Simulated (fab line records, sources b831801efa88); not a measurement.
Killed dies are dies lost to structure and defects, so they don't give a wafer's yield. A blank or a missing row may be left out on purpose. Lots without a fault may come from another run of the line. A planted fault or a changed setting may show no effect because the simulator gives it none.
fab line records | flow sfq_line
record lots=14 wafers=42 last_day=83
route steps=325 shown I3@146 M4@161 I4@163 JJ@182
lots that met no fault: from a run of the same line without faults
start_h: hours from the record's first day to the start of the lot's first wafer shown | wait_h: hours since the lot's step before | " the same as in the row above | L1.1+2: a row that stands for several wafers | - no value, or no start given | * or withheld: withheld | < > ~ a bound
route shown NAME@n: a module of which the file shows steps, and the number in the route of the first | usual: mean/standard deviation of fault-free wafers | same: alike in all rows | chamber/n: place in a boat | sites: the reading at each site | _std_site: their standard deviation | _edge_site: outer sites' mean less inner sites' | radius_mm: how far each site lies from the wafer's centre | mask NAME#n: copy n | behind: the tool/chamber that last shaped the wafer | hold: why the lot was held/for how many hours/how that ended | device: the transistor (n, p or np) that didn't switch | end of line: the same wafers' tests at the end of the route | a step without rows: its recipe alone | killed: dies lost to structure and defects at the first sort, not the wafer's yield | map: a wafer's dies, x killed, . not, _ none there
set.NAME: the setting as run; set.NAME@STEP: as run at that earlier step | model.NAME: the simulator's own value behind a step, which no gauge read
steps of the route over a sample of lots; a table a step, a row a wafer
services: from which hour (start_h, from the record's first day; less than 0 if before it) a tool's chamber was out of use, for how many hours, and why
## steps
# step SFQ_TRILAYER_I3_VIA_STRIP_STRIP_089
# recipe gas=O2 power_w=200 platen_temp_c=40 overash_fraction=0.65 chemistry=O2 pressure_mtorr=50
# usual chamber_pressure_mTorr=50.00/0.041 drypump_motor_current_A=6.0/0.45 oes_product_au=0.995/0.0069
# columns lot.wafer tool chamber start_h wait_h chamber_pressure_mTorr drypump_motor_current_A oes_product_au rf_hours_counter_h
L814.1 rie_metal-04 1 734.31 - 50.02 5.0 1.006 151
L814.4 " 0 " " 49.99 6.2 1.000 -
L814.6 " 1 " " 49.98 5.0 1.003 -
L815.1 rie_metal-04 0 754.71 - 49.93 6.2 0.989 28
L815.2 " 0 " " 50.02 6.2 1.002 -
L815.4 " 0 " " 50.01 6.2 1.000 -
L816.1 rie_metal-03 0 877.17 - 50.02 6.3 0.990 100
L816.3 " 0 " " 49.98 6.3 0.989 -
L816.4 " 1 " " 50.08 6.4 0.994 -
L818.4 rie_metal-03 1 890.43 - 50.04 6.5 0.988 -
L818.5 " 1 " " 50.01 6.4 0.983 -
L818.6 " 0 " " 50.03 6.3 0.985 -
L820.3 rie_metal-03 1 957.42 - 49.96 6.4 0.999 -
L820.4 " 0 " " 50.01 6.3 1.003 -
L820.6 " 1 " " 50.03 6.4 1.007 -
L822.2 rie_metal-03 0 1068.45 - 50.03 6.3 1.001 129
L822.3 " 0 " " 50.01 6.3 0.986 -
L822.6 " 1 " " 49.98 6.5 1.001 -
L823.1 rie_metal-04 0 1090.96 - 50.04 6.2 0.998 89
L823.3 " 0 " " 49.94 6.2 0.994 -
L823.6 " 1 " " 50.07 5.1 0.986 -
L824.2 rie_metal-03 1 1092.16 - 49.97 6.4 1.003 125
L824.4 " 0 " " 49.98 6.3 0.996 -
L824.6 " 1 " " 50.00 6.4 1.007 -
L825.4 rie_metal-03 1 1099.66 - 50.02 6.4 0.996 -
L825.5 " 1 " " 50.06 6.4 0.998 -
L825.6 " 0 " " 49.95 6.3 1.000 -
L829.1 rie_metal-01 0 1235.21 - 49.92 5.9 0.997 92
L829.4 " 1 " " 50.01 6.1 0.981 -
L829.6 " 0 " " 49.98 5.9 1.002 -
L832.2 rie_metal-04 0 1249.92 - 50.00 6.1 0.992 114
L832.3 " 0 " " 50.09 6.2 0.988 -
L832.4 " 1 " " 49.99 5.0 0.999 -
L834.1 rie_metal-04 0 1269.12 - 50.02 6.2 0.988 116
L834.2 " 1 " " 49.97 5.1 0.992 82
L834.4 " 0 " " 49.97 6.2 0.998 -
L835.2 rie_metal-04 0 1279.92 - 49.98 6.2 0.995 117
L835.3 " 1 " " 50.00 5.1 0.984 -
L835.6 " 0 " " 50.00 6.2 0.999 -
L837.1 rie_metal-01 1 1299.24 - 50.04 6.0 0.985 124
L837.3 " 0 " " 50.06 5.9 1.005 -
L837.4 " 1 " " 49.91 6.0 0.996 -
# step SFQ_TRILAYER_M4_STRIP_STRIP_097
# recipe gas=O2 power_w=200 platen_temp_c=40 overash_fraction=0.65 chemistry=O2 pressure_mtorr=50
# usual chamber_pressure_mTorr=50.00/0.047 drypump_motor_current_A=5.8/0.63 oes_product_au=0.997/0.0075
# columns lot.wafer tool chamber start_h wait_h chamber_pressure_mTorr drypump_motor_current_A oes_product_au rf_hours_counter_h
L814.1 rie_metal-04 1 885.60 0.1 49.98 5.0 1.000 19
L814.4 " 0 " " 49.93 6.3 0.992 -
L814.6 " 1 " " 50.01 5.0 0.995 -
L815.1 rie_metal-02 1 898.78 0.1 50.06 6.0 1.000 45
L815.2 " 0 " " 50.01 4.8 1.009 93
L815.4 " 0 " " 49.94 4.8 1.009 -
L816.1 rie_metal-04 0 996.15 0.1 49.91 6.2 0.994 75
L816.3 " 0 " " 50.04 6.2 0.992 -
L816.4 " 1 " " 49.97 5.0 0.990 -
L818.4 rie_metal-03 0 1005.95 0.2 50.03 6.3 0.991 -
L818.5 " 0 " " 50.01 6.3 0.994 -
L818.6 " 1 " " 50.00 6.5 1.008 -
L820.3 rie_metal-03 0 1021.10 0.2 49.97 6.3 0.991 -
L820.4 " 1 " " 49.98 6.5 1.007 -
L820.6 " 0 " " 50.00 6.3 0.992 -
L822.2 rie_metal-04 1 1073.17 0.1 50.04 5.0 0.994 50
L822.3 " 1 " " 50.11 5.0 1.001 -
L822.6 " 0 " " 50.03 6.2 0.996 -
L823.1 rie_metal-03 0 1101.89 0.1 50.05 6.3 0.992 136
L823.3 " 0 " " 49.96 6.3 0.981 -
L823.6 " 0 " " 50.07 6.3 0.987 -
L824.2 rie_metal-04 0 1103.09 0.1 49.95 6.2 1.005 91
L824.4 " 1 " " 50.01 5.0 0.996 -
L824.6 " 1 " " 49.99 5.0 0.997 -
L825.4 rie_metal-04 1 1114.81 0.2 49.95 5.0 1.003 -
L825.5 " 0 " " 50.03 6.2 1.007 -
L825.6 " 1 " " 50.01 5.0 0.998 -
L829.1 rie_metal-04 0 1238.76 0.1 49.93 6.2 0.985 112
L829.4 " 1 " " 49.95 5.0 0.992 -
L829.6 " 0 " " 50.05 6.2 0.991 -
L832.2 rie_metal-03 0 1363.25 0.1 50.01 6.3 1.004 21
L832.3 " 1 " " 50.00 6.4 0.989 -
L832.4 " 0 " " 49.98 6.3 1.005 -
L834.1 rie_metal-02 1 1381.25 0.1 50.01 6.0 0.998 120
L834.2 " 0 " " 50.04 4.8 0.998 17
L834.4 " 0 " " 49.93 4.8 1.009 -
L835.2 rie_metal-02 0 1390.14 0.1 50.00 4.8 1.009 18
L835.3 " 0 " " 49.99 4.8 1.000 -
L835.6 " 0 " " 49.99 4.8 1.011 -
L837.1 rie_metal-02 1 1402.14 0.1 49.95 6.0 0.989 123
L837.3 " 1 " " 49.96 6.0 0.992 -
L837.4 " 0 " " 49.94 4.8 1.009 -
# step SFQ_TRILAYER_I4_DEP_PECVD_099
# recipe material=SiO2 temp_c=150 time_s=111.11 pressure_torr=2.4 rf_w=183.3 precursor=SiH4/N2O target_thk_nm=500
# usual heater_power_w=81/17 throttle_valve_pct=25.0/2
# columns lot.wafer tool chamber start_h wait_h heater_power_w throttle_valve_pct
L814.1 pecvd-03 0 886.37 0.0 55 23.8
L814.4 " 2 " " 68 29.0
L814.6 " 1 " " 85 25.8
L815.1 pecvd-02 1 899.55 0.0 87 24.2
L815.2 " 2 " " 87 23.5
L815.4 " 1 " " 90 24.4
L816.1 pecvd-03 2 996.93 0.0 82 29.0
L816.3 " 0 " " 64 23.8
L816.4 " 2 " " 86 29.0
L818.4 pecvd-04 2 1006.57 0.0 91 22.3
L818.5 " 0 " " 59 23.1
L818.6 " 1 " " 112 23.3
L820.3 pecvd-04 0 1021.69 0.0 63 23.0
L820.4 " 2 " " 103 22.5
L820.6 " 1 " " 120 22.9
L822.2 pecvd-03 1 1073.94 0.0 79 26.0
L822.3 " 2 " " 74 29.2
L822.6 " 1 " " 85 26.3
L823.1 pecvd-02 1 1102.68 0.0 89 25.0
L823.3 " 2 " " 76 24.5
L823.6 " 0 " " 75 23.7
L824.2 pecvd-04 1 1103.87 0.0 117 23.4
L824.4 " 2 " " 89 22.7
L824.6 " 1 " " 121 23.4
L825.4 pecvd-03 1 1115.43 0.0 86 25.8
L825.5 " 2 " " 74 28.9
L825.6 " 0 " " 65 24.1
L829.1 pecvd-03 2 1239.55 0.0 83 29.2
L829.4 " 1 " " 75 25.9
L829.6 " 2 " " 84 29.0
L832.2 pecvd-02 1 1364.02 0.0 85 25.9
L832.3 " 2 " " 89 25.5
L832.4 " 0 " " 91 24.7
L834.1 pecvd-02 0 1382.02 0.0 84 24.8
L834.2 " 1 " " 76 25.7
L834.4 " 2 " " 71 25.5
L835.2 pecvd-04 1 1390.91 0.0 131 23.9
L835.3 " 0 " " 55 23.8
L835.6 " 1 " " 104 24.3
L837.1 pecvd-04 1 1402.91 0.0 121 23.9
L837.3 " 2 " " 98 23.7
L837.4 " 2 " " 101 23.9
# step SFQ_TRILAYER_JJ_TRILAYER_DEP_SPUTTER_112
# recipe material=Nb base_pressure_pa=1.33e-06 chamber_pressure_pa=0.1333 substrate_temp_c=20 target_thk_nm=170 power_w=2000 time_s=113.3
# usual base_pressure_pa=1.33e-06/8.4e-08 cathode_dc_power_W=2000.0/0.36 throttle_valve_pct=29.7/1.1
# columns lot.wafer tool chamber start_h wait_h base_pressure_pa cathode_dc_power_W throttle_valve_pct
L814.1 pvd_sputter-05 - 936.04 0.5 1.24e-06 2000.1 30.2
L814.4 " - " " 1.51e-06 2000.1 30.3
L814.6 " - " " 1.42e-06 2000.4 31.3
L815.1 pvd_sputter-06 - 950.58 0.5 1.39e-06 1999.4 28.9
L815.2 " - " " 1.31e-06 1999.5 30.6
L815.4 " - " " 1.32e-06 2000.2 30.7
L816.1 pvd_sputter-06 - 1057.04 0.5 1.39e-06 2000.2 30.8
L816.3 " - " " 1.15e-06 2000.1 28.0
L816.4 " - " " 1.13e-06 1999.6 28.8
L818.4 pvd_sputter-04 - 1063.15 0.5 1.29e-06 2000.2 31.4
L818.5 " - " " 1.41e-06 2000.2 29.8
L818.6 " - " " 1.31e-06 1999.9 28.9
L820.3 pvd_sputter-06 - 1082.23 0.5 1.28e-06 1999.5 28.8
L820.4 " - " " 1.43e-06 2000.1 30.5
L820.6 " - " " 1.27e-06 2000.5 30.7
L822.2 pvd_sputter-06 - 1219.26 0.5 1.37e-06 2000.7 28.8
L822.3 " - " " 1.25e-06 1999.6 28.3
L822.6 " - " " 1.34e-06 1999.7 29.0
L823.1 pvd_sputter-04 - 1247.53 0.5 1.32e-06 2000.4 31.7
L823.3 " - " " 1.24e-06 1999.5 30.5
L823.6 " - " " 1.22e-06 1999.9 28.8
L824.2 pvd_sputter-06 - 1249.11 0.5 1.26e-06 2275.2 27.9
L824.4 " - " " 1.34e-06 2275.0 28.3
L824.6 " - " " 1.25e-06 2275.0 30.7
L825.4 pvd_sputter-06 - 1255.79 0.5 1.26e-06 2275.2 28.9
L825.5 " - " " 1.37e-06 2274.9 28.8
L825.6 " - " " 1.4e-06 2274.7 27.9
L829.1 pvd_sputter-06 - 1357.82 0.5 1.28e-06 1999.8 30.6
L829.4 " - " " 1.46e-06 2000.1 28.1
L829.6 " - " " 1.33e-06 1999.7 30.8
L832.2 pvd_sputter-04 - 1373.06 0.5 1.31e-06 2000.1 29.7
L832.3 " - " " 1.26e-06 1999.8 30.4
L832.4 " - " " 1.31e-06 2000.3 31.6
L834.1 pvd_sputter-04 - 1529.76 0.5 1.38e-06 2000.5 29.8
L834.2 " - " " 1.33e-06 2000.0 31.8
L834.4 " - " " 1.56e-06 2000.6 30.8
L835.2 pvd_sputter-04 - 1542.54 0.5 1.33e-06 1999.9 30.6
L835.3 " - " " 1.29e-06 2000.0 29.6
L835.6 " - " " 1.42e-06 1999.2 29.8
L837.1 pvd_sputter-04 - 1556.94 0.5 1.34e-06 1999.9 30.5
L837.3 " - " " 1.38e-06 2000.4 28.9
L837.4 " - " " 1.29e-06 1999.7 31.5
# step SFQ_JJ_RS_MEAS_929
# recipe thk_meas_gauge=four-point-probe reads=Nb_of_TRILAYER_JJ_TRILAYER_DEP_SPUTTER_112
# usual JJ_NB_RS=1.046/0.011
# columns lot.wafer tool chamber start_h wait_h hold JJ_NB_RS[ohm/sq]
L814.1 film_metro-02 - 936.12 0.0 - 1.055
L814.4 " - " " - 1.050
L814.6 " - " " - 1.055
L815.1 film_metro-01 - 950.66 0.0 - 1.045
L815.2 " - " " - 1.053
L815.4 " - " " - 1.057
L816.1 film_metro-02 - 1057.12 0.0 - 1.054
L816.3 " - " " - 1.041
L816.4 " - " " - 1.056
L818.4 film_metro-02 - 1063.29 0.1 - 1.042
L818.5 " - " " - 1.030
L818.6 " - " " - 1.027
L820.3 film_metro-04 - 1082.35 0.1 - 1.042
L820.4 " - " " - 1.043
L820.6 " - " " - 1.049
L822.2 film_metro-02 - 1219.36 0.1 - 1.040
L822.3 " - " " - 1.054
L822.6 " - " " - 1.041
L823.1 film_metro-01 - 1247.61 0.0 - 1.052
L823.3 " - " " - 1.028
L823.6 " - " " - 1.041
L824.2 film_metro-01 - 1249.21 0.1 await_dispo/0.2h/release 0.921
L824.4 " - " " await_dispo/0.2h/release 0.928
L824.6 " - " " await_dispo/0.2h/release 0.918
L824.2 film_metro-01 - 1249.50 0.3 - 0.922
L824.4 " - " " - 0.926
L824.6 " - " " - 0.914
L825.4 film_metro-01 - 1255.93 0.1 await_dispo/0.2h/release 0.909
L825.5 " - " " await_dispo/0.2h/release 0.912
L825.6 " - " " await_dispo/0.2h/release 0.921
L825.4 film_metro-01 - 1256.22 0.3 - 0.910
L825.5 " - " " - 0.912
L825.6 " - " " - 0.918
L829.1 film_metro-04 - 1357.90 0.0 - 1.047
L829.4 " - " " - 1.041
L829.6 " - " " - 1.040
L832.2 film_metro-02 - 1373.16 0.1 - 1.050
L832.3 " - " " - 1.019
L832.4 " - " " - 1.056
L834.1 film_metro-04 - 1529.84 0.0 - 1.055
L834.2 " - " " - 1.067
L834.4 " - " " - 1.051
L835.2 film_metro-02 - 1542.64 0.1 - 1.065
L835.3 " - " " - 1.055
L835.6 " - " " - 1.057
L837.1 film_metro-01 - 1557.02 0.0 - 1.039
L837.3 " - " " - 1.043
L837.4 " - " " - 1.055
## services
# columns tool chamber start_h hours kind
pecvd-04 0 722.22 3.4 repair
rie_metal-04 - 786.78 0.5 repair
pecvd-04 - 786.80 2.8 pm
rie_metal-04 - 804.67 0.2 repair
pecvd-04 2 821.76 5.4 repair
pvd_sputter-06 - 856.53 0.8 repair
pecvd-03 2 911.28 9.6 repair
pvd_sputter-04 - 929.46 3.9 repair
pecvd-04 - 933.25 14.0 pm
pecvd-03 - 955.22 5.5 pm
rie_metal-03 1 1107.29 2.8 repair
pvd_sputter-06 - 1152.32 2.0 repair
pvd_sputter-06 - 1162.78 0.8 repair
pvd_sputter-04 - 1205.86 13.4 repair
rie_metal-04 0 1256.47 6.9 repair
rie_metal-03 0 1293.40 11.5 repair
rie_metal-03 0 1311.34 7.3 repair
rie_metal-03 1 1316.08 4.3 repair
rie_metal-04 - 1375.47 2.8 pm
rie_metal-03 - 1424.60 14.6 pm
pvd_sputter-04 - 1448.95 1.2 repair
pvd_sputter-06 - 1479.86 1.9 repair
rie_metal-03 - 1507.12 5.0 repair
pvd_sputter-06 - 1522.06 1.5 repair
## key
first_sign step=SFQ_TRILAYER_JJ_TRILAYER_DEP_SPUTTER_112 reading=cathode_dc_power_W direction=up sigmas=99+ usual=2000.0 struck=2275.0
effect step=SFQ_JJ_RS_MEAS_929 reading=visit direction=added
effect step=SFQ_JJ_RS_MEAS_929 reading=JJ_NB_RS direction=down sigmas=12 usual=1.046 struck=0.918
met_at SFQ_TRILAYER_JJ_TRILAYER_DEP_SPUTTER_112
struck_lots L824,L825
not_acting_at SFQ_TRILAYER_I3_VIA_STRIP_STRIP_089,SFQ_TRILAYER_M4_STRIP_STRIP_097,SFQ_TRILAYER_I4_DEP_PECVD_099
onset_between 1219.26 1249.11
fault kind=process_parameter_drift tool=pvd_sputter-06 chamber=- onset_h=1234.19 steps=SFQ_TRILAYER_JJ_TRILAYER_DEP_SPUTTER_112 channel=power_w offset=275.15 shape=step end_h=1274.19 acts_in=these_recipes_only stated=2000
